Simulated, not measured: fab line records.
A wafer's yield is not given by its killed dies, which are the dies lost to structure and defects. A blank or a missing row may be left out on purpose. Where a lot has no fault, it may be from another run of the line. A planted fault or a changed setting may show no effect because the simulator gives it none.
The tool behind it: which one? | flow sfq line | 14 lots with 42 wafers sampled at 2 steps, on a route of 325 steps

## WHAT THE GAUGES READ, wafer by wafer
SFQ_M2_RS_MEAS_914: uses a four-point probe to measure.
lot  | measured     | on            | M2_NB_RS (ohm/sq)
L334 | day 16 23:53 | film metro-02 | 0.911 0.906 0.903
L335 | day 17 08:30 | film metro-01 | 0.897 0.896 0.894
L336 | day 17 23:56 | film metro-01 | 0.895 0.899 0.888
L337 | day 18 02:20 | film metro-03 | 0.881 0.881 0.888
L338 | day 18 07:17 | film metro-03 | 0.887 0.892 0.896
L339 | day 18 17:32 | film metro-02 | 0.887 0.895 0.891
L340 | day 19 04:55 | film metro-02 | 0.903 0.899 0.900
L341 | day 19 09:08 | film metro-01 | 0.890 0.894 0.903
L343 | day 20 10:19 | film metro-03 | 0.890 0.892 0.883
L345 | day 21 11:29 | film metro-02 | 0.892 0.879 0.888
L350 | day 23 05:28 | film metro-03 | 0.599 0.600 0.913
L351 | day 23 15:25 | film metro-02 | 0.879 0.878 0.879
L352 | day 24 05:52 | film metro-01 | 0.590 0.893 0.592
L357 | day 26 13:19 | film metro-01 | 0.874 0.872 0.871

## EACH LOT AND THE TOOL THAT RAN IT (in order: tool; ch and the chambers of the sampled wafers; start)
lot  | SFQ_TRILAYER_M2_DEP_SPUTTER_055
L334 | pvd sputter-05, day 16 23:46
L335 | pvd sputter-06, day 17 08:21
L336 | pvd sputter-04, day 17 23:51
L337 | pvd sputter-04, day 18 02:15
L338 | pvd sputter-04, day 18 07:12
L339 | pvd sputter-04, day 18 17:25
L340 | pvd sputter-06, day 19 04:48
L341 | pvd sputter-06, day 19 09:00
L343 | pvd sputter-06, day 20 10:13
L345 | pvd sputter-06, day 21 11:24
L350 | pvd sputter-04, day 23 05:22
L351 | pvd sputter-06, day 23 15:20
L352 | pvd sputter-04, day 24 05:46
L357 | pvd sputter-06, day 26 13:13
- SFQ_TRILAYER_M2_DEP_SPUTTER_055: material Nb, target thk 200 nm, time 133.3 s.

## WHAT THE TOOLS THEMSELVES READ (means of the sampled wafers that have a number; where no wafer has one, the mark that the record gives instead)
SFQ_TRILAYER_M2_DEP_SPUTTER_055.
lot  | tool           | cathode dc power W (W) | throttle valve pct (%)
L334 | pvd sputter-05 | 2000.0                 | 30.6
L335 | pvd sputter-06 | 2000.3                 | 32.2
L336 | pvd sputter-04 | 1999.8                 | 30.3
L337 | pvd sputter-04 | 1999.8                 | 30.4
L338 | pvd sputter-04 | 2000.0                 | 30.2
L339 | pvd sputter-04 | 1999.7                 | 30.6
L340 | pvd sputter-06 | 2000.1                 | 32.1
L341 | pvd sputter-06 | 1999.9                 | 32.0
L343 | pvd sputter-06 | 1999.9                 | 31.5
L345 | pvd sputter-06 | 1999.5                 | 31.5
L350 | pvd sputter-04 | 2000.3                 | 30.4
L351 | pvd sputter-06 | 1999.9                 | 31.7
L352 | pvd sputter-04 | 1999.9                 | 30.3
L357 | pvd sputter-06 | 1999.8                 | 31.6

## THE ANSWER, worked out from the rows above alone
Rule: what is usual is taken from the lots themselves. Put in order of their means at a reading, lots are off if they are a third of the lots or fewer, leave a main group of 4 or more, and stand apart from it by a gap of 3 or more times the standard deviation of the main group's means; of several such gaps the widest counts. Not used: any main group whose means are identical at the precision the tables above print for the reading. Also off: a lot with no number at a reading for which 4 or more lots have one. Any other lot the step has rows for is counted as sound. After the gauges, taken in route order, come the tools' own readings; for these a lot's mean is taken, as printed above. The first step at which some lot is off is used, and at that step the reading that is off furthest; a lot without a number counts as furthest.
Off: at SFQ_M2_RS_MEAS_914 (M2_NB_RS), L350, L352. Main group: mean 0.890 ohm/sq, sd 0.009.
A tool fits if, at a process step before that reading, it ran every lot that is off, and no sound lot after the first of them. Those tools and the gauges at SFQ_M2_RS_MEAS_914 are tried in the same way. One candidate fits, namely pvd sputter-04 at SFQ_TRILAYER_M2_DEP_SPUTTER_055. A fault onset in the window from L339 (day 18 17:25, its last sound lot) to L350 (day 23 05:22, its first lot off) fits.

## WHAT WAS PUT IN BY THE SIMULATOR
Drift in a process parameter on pvd sputter-04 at SFQ_TRILAYER_M2_DEP_SPUTTER_055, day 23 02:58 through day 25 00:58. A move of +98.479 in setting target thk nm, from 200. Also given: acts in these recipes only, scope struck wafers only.
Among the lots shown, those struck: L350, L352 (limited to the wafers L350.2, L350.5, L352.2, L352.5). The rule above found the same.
